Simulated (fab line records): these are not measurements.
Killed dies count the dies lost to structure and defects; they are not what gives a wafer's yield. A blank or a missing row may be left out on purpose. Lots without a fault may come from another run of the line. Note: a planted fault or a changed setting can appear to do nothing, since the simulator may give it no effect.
Chamber matching / flow gf180mcu / GF_V5_CVD_02 on pecvd-02 has 3 sister chambers
The step deposits SiO2 from TEOS, target thk 1450 nm, time 163.28 s. 3 wafers are shown with their chamber, then 8 later ones without.

== WAFERS PAIRED WITH THEIR CHAMBERS ==
wafer=L757.4; chamber=0; heaterPowerW (W)=752
wafer=L758.5; chamber=2; heaterPowerW (W)=707
wafer=L758.6; chamber=1; heaterPowerW (W)=471

== WAFERS WITHOUT THEIR CHAMBER ==
wafer=L760.1; heaterPowerW (W)=596
wafer=L760.2; heaterPowerW (W)=715
wafer=L760.3; heaterPowerW (W)=725
wafer=L763.1; heaterPowerW (W)=719
wafer=L763.3; heaterPowerW (W)=647
wafer=L763.5; heaterPowerW (W)=585
wafer=L766.2; heaterPowerW (W)=672
wafer=L766.4; heaterPowerW (W)=725

== EACH ONE'S CHAMBER ==
wafer=L760.1; from the rows above=can't be placed: 2 or 1 or 0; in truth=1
wafer=L760.2; from the rows above=can't be placed: 2 or 0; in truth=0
wafer=L760.3; from the rows above=can't be placed: 2 or 0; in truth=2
wafer=L763.1; from the rows above=can't be placed: 2 or 0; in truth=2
wafer=L763.3; from the rows above=can't be placed: 2 or 0 or 1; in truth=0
wafer=L763.5; from the rows above=can't be placed: 1 or 2 or 0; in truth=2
wafer=L766.2; from the rows above=can't be placed: 2 or 0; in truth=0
wafer=L766.4; from the rows above=can't be placed: 2 or 0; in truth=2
Correctly placed: 0 of 8. Not placeable from these rows: 8 (in 8, the candidates include the true chamber). 0 placed wrongly.
How it was worked out, from the rows above alone: a wafer's distance from a chamber is the root of the sum, over the readings, of the square of ((its reading less the chamber's mean) divided by the reading's scatter). The wafer belongs to the nearest chamber; if the next one is less than 2 further off, it can't be placed. A chamber's mean is the mean of its shown wafers. The scatter: root of mean squared gap, hidden wafer to nearest shown wafer, with one shown wafer a chamber.
